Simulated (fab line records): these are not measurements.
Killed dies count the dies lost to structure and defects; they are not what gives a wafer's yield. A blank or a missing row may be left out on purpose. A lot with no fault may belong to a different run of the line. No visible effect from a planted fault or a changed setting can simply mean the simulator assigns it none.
fab line records	flow sky130
record: lots: 24	wafers: 72	last_day: 50
route steps=708 shown GATE_OXIDE@189 VIA1@470 VIA2@509 METAL4@598 CAP2M@604
lots with no fault: from the same line, run without faults
start_h: hours from the record's opening day to when the first of the lot's shown wafers began	wait_h: hours elapsed since this lot's preceding step	" repeats the value in the row above	L1.1+2: several wafers, shown together as one row	- no value, or no start given	* or withheld: withheld	< > ~ a bound
route shown NAME@n: names a module that has steps shown in the file, with the first one's number in the route	usual: the fault-free wafers' mean and standard deviation	same: alike in all rows	chamber/n: place in a boat	sites: the reading at each site	_std_site: standard deviation of those values	_edge_site: outer sites' mean less inner sites'	radius_mm: for every site, how far away it sits from the centre of the wafer	mask NAME#n: copy n	behind: the tool/chamber that last shaped the wafer	hold: reason for holding the lot/hours on hold/outcome of the hold	device: which transistor (n, p or np) failed to switch	end of line: the same wafers' tests at the end of the route	for a step that has no rows: nothing shown but its recipe	killed: dies lost to structure and defects at the first sort, not the wafer's yield	map: the dies of a wafer, with x for killed, . for not killed, _ for no die there
set.NAME: the setting that was run; set.NAME@STEP: the one run at that earlier step	model.NAME: the simulator's own value behind a step, which no gauge read
steps of the route over a sample of lots; a table a step, a row a wafer
services: the hour from which a tool's chamber was out of use, counted from the record's first day as start_h (under 0 if before that day), plus the number of hours and why
== steps ==
step: SKY_GATE_OXIDE_THK_MEAS_02
recipe: reads: SiO2_of_GATE_OXIDE_OXIDATION_01
usual: GATE_OXIDE_OXIDATION_00_THK: 10.30/0.19
lot.wafer	tool	chamber	start_h	wait_h	GATE_OXIDE_OXIDATION_00_THK[nm]
L074.1	film_metro-04	-	290.32	0.0	10.26
L074.3	"	-	"	"	10.24
L074.5	"	-	"	"	10.26
L075.2	film_metro-01	-	299.44	0.0	10.04
L075.4	"	-	"	"	10.23
L075.6	"	-	"	"	10.47
L076.1	film_metro-04	-	302.30	0.0	10.63
L076.4	"	-	"	"	10.34
L076.6	"	-	"	"	10.45
L077.1	film_metro-04	-	318.54	0.0	10.05
L077.2	"	-	"	"	10.02
L077.5	"	-	"	"	10.10
L078.4	film_metro-01	-	318.57	0.0	9.96
L078.5	"	-	"	"	9.97
L078.6	"	-	"	"	9.89
L079.1	film_metro-01	-	329.98	0.0	10.19
L079.4	"	-	"	"	10.14
L079.5	"	-	"	"	10.00
L080.1	film_metro-02	-	334.29	0.0	10.50
L080.2	"	-	"	"	10.38
L080.3	"	-	"	"	10.42
L081.2	film_metro-02	-	342.08	0.0	10.32
L081.4	"	-	"	"	10.28
L081.6	"	-	"	"	10.33
L082.2	film_metro-04	-	346.20	0.0	10.25
L082.3	"	-	"	"	10.14
L082.4	"	-	"	"	10.20
L083.1	film_metro-02	-	356.22	0.0	10.11
L083.2	"	-	"	"	10.07
L083.5	"	-	"	"	10.09
L084.2	film_metro-01	-	368.95	0.0	10.52
L084.5	"	-	"	"	10.45
L084.6	"	-	"	"	10.34
L085.2	film_metro-01	-	379.96	0.0	10.11
L085.3	"	-	"	"	10.14
L085.4	"	-	"	"	9.99
L086.1	film_metro-02	-	385.64	0.0	10.11
L086.2	"	-	"	"	10.44
L086.5	"	-	"	"	10.28
L087.1	film_metro-02	-	400.73	0.0	10.49
L087.3	"	-	"	"	10.45
L087.5	"	-	"	"	10.45
L088.2	film_metro-04	-	402.15	0.0	10.45
L088.4	"	-	"	"	10.40
L088.5	"	-	"	"	10.50
L089.1	film_metro-04	-	405.85	0.0	10.50
L089.2	"	-	"	"	10.48
L089.4	"	-	"	"	10.38
L090.1	film_metro-02	-	424.40	0.0	10.36
L090.3	"	-	"	"	10.41
L090.6	"	-	"	"	10.34
L091.2	film_metro-01	-	428.49	0.0	10.27
L091.3	"	-	"	"	10.26
L091.6	"	-	"	"	10.21
L093.1	film_metro-01	-	441.54	0.0	10.53
L093.3	"	-	"	"	10.44
L093.4	"	-	"	"	10.81
L092.1	film_metro-01	-	442.95	0.0	10.61
L092.4	"	-	"	"	10.48
L092.5	"	-	"	"	10.73
L094.2	film_metro-02	-	449.46	0.0	10.48
L094.3	"	-	"	"	10.35
L094.6	"	-	"	"	10.36
L095.1	film_metro-04	-	451.37	0.0	10.30
L095.3	"	-	"	"	10.17
L095.5	"	-	"	"	10.16
L096.2	film_metro-04	-	464.96	0.0	10.41
L096.3	"	-	"	"	10.54
L096.5	"	-	"	"	10.40
L097.1	film_metro-01	-	469.79	0.0	10.10
L097.2	"	-	"	"	10.14
L097.3	"	-	"	"	10.17
step: SKY_VIA1_CD_MEAS_12
recipe: target_cd_nm: 150
usual: cd_nm: 150.5/1.8
lot.wafer	tool	chamber	start_h	wait_h	cd_nm
L074.1	cd_sem-02	-	797.50	-	148.0
L074.3	"	-	"	"	148.9
L074.5	"	-	"	"	149.8
L075.2	cd_sem-01	-	806.47	-	153.0
L075.4	"	-	"	"	150.7
L075.6	"	-	"	"	151.0
L076.1	cd_sem-02	-	813.25	-	149.8
L076.4	"	-	"	"	149.8
L076.6	"	-	"	"	149.6
L078.4	cd_sem-01	-	823.75	-	149.9
L078.5	"	-	"	"	149.1
L078.6	"	-	"	"	148.5
L077.1	cd_sem-01	-	826.04	-	152.1
L077.2	"	-	"	"	151.3
L077.5	"	-	"	"	151.6
L080.1	cd_sem-01	-	834.44	-	148.4
L080.2	"	-	"	"	148.5
L080.3	"	-	"	"	148.1
L079.1	cd_sem-02	-	834.79	-	150.6
L079.4	"	-	"	"	149.4
L079.5	"	-	"	"	152.1
L081.2	cd_sem-01	-	846.82	-	151.4
L081.4	"	-	"	"	150.3
L081.6	"	-	"	"	150.9
L082.2	cd_sem-02	-	850.02	-	150.6
L082.3	"	-	"	"	150.5
L082.4	"	-	"	"	149.4
L083.1	cd_sem-02	-	860.04	-	154.8
L083.2	"	-	"	"	151.5
L083.5	"	-	"	"	152.5
L084.2	cd_sem-02	-	875.22	-	150.6
L084.5	"	-	"	"	152.0
L084.6	"	-	"	"	151.6
L085.2	cd_sem-02	-	879.97	-	149.6
L085.3	"	-	"	"	148.6
L085.4	"	-	"	"	152.0
L086.1	cd_sem-01	-	887.55	-	150.5
L086.2	"	-	"	"	151.5
L086.5	"	-	"	"	152.0
L087.1	cd_sem-02	-	899.55	-	149.4
L087.3	"	-	"	"	151.1
L087.5	"	-	"	"	149.5
L088.2	cd_sem-01	-	902.36	-	151.9
L088.4	"	-	"	"	152.9
L088.5	"	-	"	"	152.4
L089.1	cd_sem-02	-	906.25	-	150.3
L089.2	"	-	"	"	150.4
L089.4	"	-	"	"	152.9
L090.1	cd_sem-02	-	916.59	-	147.8
L090.3	"	-	"	"	147.4
L090.6	"	-	"	"	148.3
L091.2	cd_sem-02	-	921.72	-	148.8
L091.3	"	-	"	"	148.5
L091.6	"	-	"	"	149.6
L093.1	cd_sem-02	-	937.56	-	147.5
L093.3	"	-	"	"	148.3
L093.4	"	-	"	"	147.6
L092.1	cd_sem-02	-	938.71	-	150.0
L092.4	"	-	"	"	150.7
L092.5	"	-	"	"	148.2
L094.2	cd_sem-02	-	939.62	-	152.4
L094.3	"	-	"	"	153.6
L094.6	"	-	"	"	153.8
L095.1	cd_sem-01	-	940.65	-	152.4
L095.3	"	-	"	"	152.9
L095.5	"	-	"	"	153.1
L096.2	cd_sem-02	-	950.67	-	147.9
L096.3	"	-	"	"	150.4
L096.5	"	-	"	"	150.3
L097.1	cd_sem-01	-	960.06	-	151.5
L097.2	"	-	"	"	152.2
L097.3	"	-	"	"	151.9
step: SKY_VIA2_CMP_02
recipe: material: SiO2	down_force_psi: 4	platen_rpm: 60	pad_velocity_m_s: 0.94248
usual: motor_current_A: 12.0/1.2	slurry_filter_dp_kPa: 13.51/0.13	slurry_flow_ml_min: 150.0/0.52
lot.wafer	tool	chamber	start_h	wait_h	motor_current_A	slurry_filter_dp_kPa	slurry_flow_ml_min
L074.1	cmp-01	3	826.49	0.1	11.8	13.54	149.9
L074.3	"	0	"	"	12.1	13.36	150.8
L074.5	"	0	"	"	12.2	13.13	150.6
L075.4	cmp-01	0	835.69	0.0	12.3	13.26	149.2
L075.2	"	2	"	"	11.5	13.37	149.8
L075.6	"	0	"	"	12.4	13.38	149.9
L076.4	cmp-01	3	842.30	0.0	11.8	13.68	150.8
L076.1	"	2	"	"	11.8	13.36	150.1
L076.6	"	0	"	"	11.4	13.49	149.5
L078.4	cmp-01	3	852.82	0.2	11.8	13.35	149.9
L078.5	"	0	"	"	12.4	13.44	149.8
L078.6	"	1	"	"	10.8	13.30	148.7
L077.2	cmp-01	2	854.50	0.1	12.4	13.64	150.1
L077.1	"	3	"	"	12.2	13.63	150.8
L077.5	"	1	"	"	10.5	13.61	150.6
L080.3	cmp-02	1	862.22	0.0	11.4	13.43	150.5
L080.2	"	2	"	"	12.8	13.43	149.3
L080.1	"	0	"	"	14.5	13.49	150.0
L079.1	cmp-02	0	862.81	0.1	14.6	13.60	149.7
L079.4	"	2	"	"	12.9	13.46	150.2
L079.5	"	1	"	"	10.7	13.59	149.5
L081.2	cmp-02	0	875.37	0.0	14.6	13.64	149.7
L081.4	"	2	"	"	13.3	13.36	150.6
L081.6	"	1	"	"	11.1	13.58	150.6
L082.2	cmp-02	2	879.21	0.2	12.6	13.59	150.3
L082.4	"	3	"	"	10.3	13.35	149.8
L082.3	"	0	"	"	14.8	13.51	149.5
L083.2	cmp-01	1	888.91	0.1	10.9	13.27	149.7
L083.1	"	2	"	"	12.1	13.67	149.7
L083.5	"	1	"	"	10.8	13.29	149.6
L084.2	cmp-01	1	903.13	0.1	10.1	13.65	149.7
L084.6	"	0	"	"	11.8	13.27	149.9
L084.5	"	1	"	"	10.7	13.52	149.8
L085.4	cmp-01	1	908.34	0.2	10.3	13.56	150.2
L085.3	"	3	"	"	11.7	13.48	151.5
L085.2	"	0	"	"	12.1	13.46	149.7
L086.2	cmp-02	3	915.65	0.3	10.1	13.34	150.0
L086.1	"	0	"	"	14.7	13.38	149.4
L086.5	"	3	"	"	10.0	13.43	150.2
L087.1	cmp-02	2	926.17	0.1	13.6	13.37	149.8
L087.3	"	3	"	"	10.6	13.63	149.5
L087.5	"	1	"	"	12.0	13.61	150.5
L088.2	cmp-02	0	928.47	0.0	15.4	13.69	150.0
L088.4	"	2	"	"	13.2	13.83	150.9
L088.5	"	1	"	"	11.0	13.22	150.9
L089.4	cmp-02	0	934.86	0.1	15.1	13.56	149.7
L089.1	"	2	"	"	12.8	13.34	150.6
L089.2	"	3	"	"	10.5	13.27	150.5
L090.3	cmp-02	2	943.94	0.0	13.5	13.62	149.9
L090.1	"	0	"	"	14.6	13.52	149.8
L090.6	"	2	"	"	12.9	13.63	150.1
L091.2	cmp-01	0	949.07	0.0	12.5	13.56	150.7
L091.3	"	2	"	"	11.8	13.53	150.3
L091.6	"	1	"	"	11.2	13.68	149.3
L093.1	cmp-01	2	964.94	0.1	11.6	13.41	148.3
L093.3	"	3	"	"	12.3	13.58	149.8
L093.4	"	0	"	"	11.9	13.63	149.4
L092.4	cmp-01	2	965.66	0.0	11.5	13.35	150.9
L092.1	"	3	"	"	12.0	13.57	149.3
L092.5	"	2	"	"	12.3	13.31	150.8
L094.3	cmp-01	2	967.50	0.4	12.7	13.63	150.0
L094.2	"	3	"	"	12.9	13.59	149.8
L094.6	"	1	"	"	10.8	13.56	150.0
L095.3	cmp-02	2	967.78	0.3	13.0	13.87	149.9
L095.1	"	0	"	"	14.1	13.53	150.0
L095.5	"	1	"	"	11.4	13.39	149.7
L096.2	cmp-01	0	977.91	0.1	11.5	13.62	150.1
L096.3	"	1	"	"	10.7	13.71	150.1
L096.5	"	0	"	"	12.6	13.61	150.4
L097.3	cmp-01	0	986.47	0.0	12.4	13.47	149.3
L097.2	"	2	"	"	11.9	13.37	150.1
L097.1	"	3	"	"	12.1	13.73	150.5
step: SKY_METAL4_SPUTTER_00
recipe: material: Ti	target_thk_nm: 15	power_w: 3000	time_s: 10	chamber_pressure_pa: 0.4
usual: throttle_valve_pct: 30.0/0.94
lot.wafer	tool	chamber	start_h	wait_h	throttle_valve_pct
L074.1	pvd_sputter-03	-	933.87	0.2	30.8
L074.3	"	-	"	"	30.9
L074.5	"	-	"	"	32.0
L075.2	pvd_sputter-02	-	941.32	0.1	29.4
L075.4	"	-	"	"	29.0
L075.6	"	-	"	"	29.8
L076.1	pvd_sputter-01	-	947.67	0.2	30.4
L076.4	"	-	"	"	29.9
L076.6	"	-	"	"	30.5
L078.4	pvd_sputter-03	-	959.22	0.1	31.6
L078.5	"	-	"	"	30.5
L078.6	"	-	"	"	31.9
L077.1	pvd_sputter-01	-	960.92	0.2	28.5
L077.2	"	-	"	"	29.8
L077.5	"	-	"	"	30.7
L080.1	pvd_sputter-01	-	968.80	0.2	30.7
L080.2	"	-	"	"	29.7
L080.3	"	-	"	"	28.8
L079.1	pvd_sputter-03	-	969.56	0.1	31.7
L079.4	"	-	"	"	31.8
L079.5	"	-	"	"	31.9
L081.2	pvd_sputter-02	-	979.02	0.2	29.6
L081.4	"	-	"	"	29.0
L081.6	"	-	"	"	29.0
L082.2	pvd_sputter-01	-	984.77	0.2	28.7
L082.3	"	-	"	"	29.7
L082.4	"	-	"	"	30.3
L083.1	pvd_sputter-02	-	992.39	0.2	28.9
L083.2	"	-	"	"	29.4
L083.5	"	-	"	"	29.3
L084.2	pvd_sputter-02	-	1003.40	0.1	29.8
L084.5	"	-	"	"	29.8
L084.6	"	-	"	"	28.9
L085.2	pvd_sputter-01	-	1010.53	0.2	29.5
L085.3	"	-	"	"	29.8
L085.4	"	-	"	"	30.3
L086.1	pvd_sputter-02	-	1016.67	0.2	29.7
L086.2	"	-	"	"	29.1
L086.5	"	-	"	"	28.9
L087.1	pvd_sputter-01	-	1025.90	0.1	28.7
L087.3	"	-	"	"	29.7
L087.5	"	-	"	"	29.8
L088.2	pvd_sputter-02	-	1027.82	0.1	29.4
L088.4	"	-	"	"	28.8
L088.5	"	-	"	"	29.9
L089.1	pvd_sputter-01	-	1034.32	0.1	29.8
L089.2	"	-	"	"	30.4
L089.4	"	-	"	"	28.3
L090.1	pvd_sputter-02	-	1044.32	0.2	29.5
L090.3	"	-	"	"	29.2
L090.6	"	-	"	"	29.2
L091.2	pvd_sputter-03	-	1049.13	0.2	31.7
L091.3	"	-	"	"	30.7
L091.6	"	-	"	"	31.8
L093.1	pvd_sputter-02	-	1061.68	0.2	28.9
L093.3	"	-	"	"	29.4
L093.4	"	-	"	"	28.7
L092.1	pvd_sputter-01	-	1063.90	0.2	28.6
L092.4	"	-	"	"	29.6
L092.5	"	-	"	"	28.7
L094.2	pvd_sputter-01	-	1065.75	0.2	28.7
L094.3	"	-	"	"	29.7
L094.6	"	-	"	"	30.0
L095.1	pvd_sputter-03	-	1066.05	0.1	31.4
L095.3	"	-	"	"	30.8
L095.5	"	-	"	"	31.0
L096.2	pvd_sputter-03	-	1074.28	0.1	31.4
L096.3	"	-	"	"	32.0
L096.5	"	-	"	"	30.9
L097.1	pvd_sputter-01	-	1081.78	0.2	29.7
L097.2	"	-	"	"	28.5
L097.3	"	-	"	"	29.9
step: SKY_CAP2M_THK_MEAS_01
recipe: reads: SiO2_of_CAP2M_CVD_00
usual: CAP2M_CVD_00_THK: 15.57/0.24
lot.wafer	tool	chamber	start_h	wait_h	CAP2M_CVD_00_THK[nm]
L074.1	film_metro-02	-	934.05	-	15.32
L074.3	"	-	"	"	15.34
L074.5	"	-	"	"	15.63
L075.2	film_metro-01	-	941.51	-	15.38
L075.4	"	-	"	"	15.73
L075.6	"	-	"	"	15.56
L076.1	film_metro-02	-	947.84	-	15.65
L076.4	"	-	"	"	15.74
L076.6	"	-	"	"	16.13
L078.4	film_metro-01	-	959.43	-	15.16
L078.5	"	-	"	"	15.34
L078.6	"	-	"	"	15.33
L077.1	film_metro-03	-	961.09	-	15.31
L077.2	"	-	"	"	15.96
L077.5	"	-	"	"	15.97
L080.1	film_metro-03	-	968.97	-	15.68
L080.2	"	-	"	"	15.58
L080.3	"	-	"	"	15.42
L079.1	film_metro-02	-	969.73	-	15.49
L079.4	"	-	"	"	15.82
L079.5	"	-	"	"	15.88
L081.2	film_metro-02	-	979.21	-	15.43
L081.4	"	-	"	"	15.72
L081.6	"	-	"	"	15.76
L082.2	film_metro-03	-	984.97	-	15.64
L082.3	"	-	"	"	15.28
L082.4	"	-	"	"	15.62
L083.1	film_metro-02	-	992.56	-	15.45
L083.2	"	-	"	"	15.48
L083.5	"	-	"	"	15.75
L084.2	film_metro-03	-	1003.59	-	15.64
L084.5	"	-	"	"	15.87
L084.6	"	-	"	"	15.78
L085.2	film_metro-01	-	1010.73	-	15.53
L085.3	"	-	"	"	15.94
L085.4	"	-	"	"	15.43
L086.1	film_metro-01	-	1016.85	-	15.15
L086.2	"	-	"	"	15.14
L086.5	"	-	"	"	15.66
L087.1	film_metro-02	-	1026.09	-	15.57
L087.3	"	-	"	"	15.56
L087.5	"	-	"	"	15.61
L088.2	film_metro-02	-	1028.00	-	15.22
L088.4	"	-	"	"	15.60
L088.5	"	-	"	"	15.58
L089.1	film_metro-01	-	1034.50	-	15.65
L089.2	"	-	"	"	15.62
L089.4	"	-	"	"	15.78
L090.1	film_metro-01	-	1044.50	-	15.49
L090.3	"	-	"	"	15.30
L090.6	"	-	"	"	15.82
L091.2	film_metro-03	-	1049.32	-	15.40
L091.3	"	-	"	"	15.54
L091.6	"	-	"	"	15.62
L093.1	film_metro-03	-	1061.85	-	15.19
L093.3	"	-	"	"	15.12
L093.4	"	-	"	"	15.21
L092.1	film_metro-03	-	1064.08	-	15.60
L092.4	"	-	"	"	15.54
L092.5	"	-	"	"	15.56
L094.2	film_metro-01	-	1065.94	-	15.59
L094.3	"	-	"	"	15.42
L094.6	"	-	"	"	15.86
L095.1	film_metro-02	-	1066.23	-	15.40
L095.3	"	-	"	"	15.23
L095.5	"	-	"	"	15.45
L096.2	film_metro-01	-	1074.46	-	15.36
L096.3	"	-	"	"	15.21
L096.5	"	-	"	"	15.78
L097.1	film_metro-01	-	1081.95	-	15.90
L097.2	"	-	"	"	15.55
L097.3	"	-	"	"	15.62
step: SKY_METAL4_DESCUM_15
recipe: chemistry: O2	source_power_w: 150	bias_power_w: 0	pressure_mtorr: 10	temp_c: 40	time_s: 8
usual: drypump_motor_current_A: 5.6/0.46	oes_product_au: 1.005/0.0075	temp_c: 40.00/0.11
lot.wafer	tool	chamber	start_h	wait_h	drypump_motor_current_A	oes_product_au	rf_hours_counter_h	temp_c
L074.1	rie_metal-02	1	982.96	0.0	5.5	1.005	6	39.94
L074.3	"	1	"	"	5.5	1.013	-	40.07
L074.5	"	0	"	"	6.4	1.013	-	40.08
L075.2	rie_metal-02	0	990.60	0.0	6.3	1.009	16	40.03
L075.4	"	0	"	"	6.4	1.006	-	39.87
L075.6	"	1	"	"	5.5	1.003	-	39.89
L076.1	rie_metal-01	0	995.37	0.0	4.9	1.004	12	40.08
L076.4	"	1	"	"	5.7	1.010	-	39.76
L076.6	"	0	"	"	4.9	0.998	-	40.01
L078.4	rie_metal-02	1	1006.81	0.0	5.4	1.008	-	39.97
L078.5	"	1	"	"	5.4	1.020	-	39.95
L078.6	"	0	"	"	6.4	1.010	-	40.15
L077.1	rie_metal-01	1	1008.82	0.0	5.7	1.011	15	39.96
L077.2	"	0	"	"	4.9	1.001	13	39.98
L077.5	"	1	"	"	5.7	1.012	-	40.18
L080.1	rie_metal-01	0	1016.62	0.0	4.8	0.993	13	39.83
L080.2	"	1	"	"	5.7	1.001	15	39.97
L080.3	"	0	"	"	4.9	1.003	-	39.81
L079.1	rie_metal-03	0	1017.27	0.0	5.5	1.009	17	39.94
L079.4	"	0	"	"	5.5	1.001	-	40.00
L079.5	"	0	"	"	5.5	1.002	-	39.91
L081.2	rie_metal-02	0	1026.07	0.0	6.4	1.000	18	39.76
L081.4	"	1	"	"	5.5	1.004	-	39.94
L081.6	"	0	"	"	6.4	1.016	-	39.95
L082.2	rie_metal-03	1	1031.46	0.0	5.9	1.004	11	39.89
L082.3	"	0	"	"	5.5	1.002	-	40.14
L082.4	"	1	"	"	5.9	1.006	-	39.86
L083.1	rie_metal-03	0	1039.02	0.0	5.5	1.013	19	39.89
L083.2	"	1	"	"	5.9	1.007	11	40.04
L083.5	"	1	"	"	5.9	1.006	-	40.13
L084.2	rie_metal-01	0	1050.06	0.0	4.8	1.004	16	39.98
L084.5	"	0	"	"	4.8	1.011	-	40.02
L084.6	"	1	"	"	5.7	1.005	-	39.86
L085.2	rie_metal-02	1	1056.95	0.0	5.5	1.000	10	40.06
L085.3	"	0	"	"	6.4	0.995	-	40.19
L085.4	"	1	"	"	5.5	1.005	-	40.15
L086.1	rie_metal-01	1	1063.67	0.0	5.7	1.000	18	39.94
L086.2	"	0	"	"	4.9	1.005	16	40.01
L086.5	"	0	"	"	4.9	0.994	-	39.97
L087.1	rie_metal-02	1	1071.92	0.0	5.5	0.996	11	40.03
L087.3	"	0	"	"	6.4	1.009	-	40.05
L087.5	"	1	"	"	5.5	1.005	-	39.91
L088.2	rie_metal-03	0	1074.02	0.0	5.5	1.019	21	40.07
L088.4	"	1	"	"	5.9	1.015	-	39.97
L088.5	"	1	"	"	5.9	1.019	-	39.98
L089.1	rie_metal-02	0	1079.55	0.0	6.4	1.001	22	40.02
L089.2	"	1	"	"	5.5	0.996	12	39.97
L089.4	"	1	"	"	5.5	0.994	-	40.02
L090.1	rie_metal-01	1	1089.25	0.0	5.7	0.999	20	40.12
L090.3	"	0	"	"	4.9	1.008	-	39.92
L090.6	"	0	"	"	4.8	1.002	-	40.27
L091.2	rie_metal-03	0	1093.40	0.0	5.5	1.012	22	39.95
L091.3	"	1	"	"	5.9	1.014	-	39.88
L091.6	"	1	"	"	5.9	1.015	-	39.88
L093.1	rie_metal-01	0	1104.70	0.0	4.8	0.992	20	40.15
L093.3	"	1	"	"	5.7	0.994	-	40.06
L093.4	"	0	"	"	4.9	0.986	-	40.12
L092.1	rie_metal-03	1	1107.41	0.0	6.0	1.003	15	40.03
L092.4	"	0	"	"	5.5	1.017	-	40.01
L092.5	"	0	"	"	5.5	1.005	-	40.05
L094.2	rie_metal-01	1	1108.75	0.0	5.7	1.011	22	40.13
L094.3	"	0	"	"	4.9	0.999	-	40.11
L094.6	"	0	"	"	4.9	1.005	-	39.99
L095.1	rie_metal-01	1	1109.37	0.0	5.7	1.006	22	39.88
L095.3	"	1	"	"	5.7	1.009	-	40.04
L095.5	"	1	"	"	5.7	1.005	-	39.92
L096.2	rie_metal-03	1	1116.81	0.0	5.9	1.017	16	39.92
L096.3	"	1	"	"	5.9	1.020	-	39.91
L096.5	"	0	"	"	5.6	1.013	-	39.95
L097.1	rie_metal-03	1	1123.25	0.0	5.9	1.011	17	40.07
L097.2	"	1	"	"	6.0	1.008	-	40.21
L097.3	"	1	"	"	6.0	1.025	-	40.15
== services ==
tool	chamber	start_h	hours	kind
cmp-01	-	820.77	0.5	repair
pvd_sputter-03	-	830.85	1.2	repair
cmp-02	-	838.25	2.7	repair
rie_metal-03	1	840.40	2.4	repair
rie_metal-02	-	870.06	1.5	repair
pvd_sputter-03	-	871.82	5.3	repair
pvd_sputter-01	-	878.05	16.1	repair
cmp-02	-	899.44	6.2	repair
cmp-02	-	906.38	4.1	repair
cmp-01	-	912.06	4.0	pm
rie_metal-01	-	912.37	2.8	pm
rie_metal-01	-	920.22	0.5	repair
cmp-02	-	933.24	1.0	repair
pvd_sputter-03	-	940.61	5.2	repair
rie_metal-03	1	948.72	16.2	repair
cmp-02	-	1028.40	4.0	pm
cmp-01	-	1042.68	2.2	pm
pvd_sputter-02	-	1050.95	0.7	repair
cmp-02	-	1066.73	4.9	pm
cmp-01	-	1068.05	1.6	repair
cmp-02	-	1084.47	4.0	pm
cmp-02	-	1100.20	1.5	repair
cmp-02	-	1101.55	3.4	repair
rie_metal-03	0	1122.85	12.5	repair
== key ==
fault none
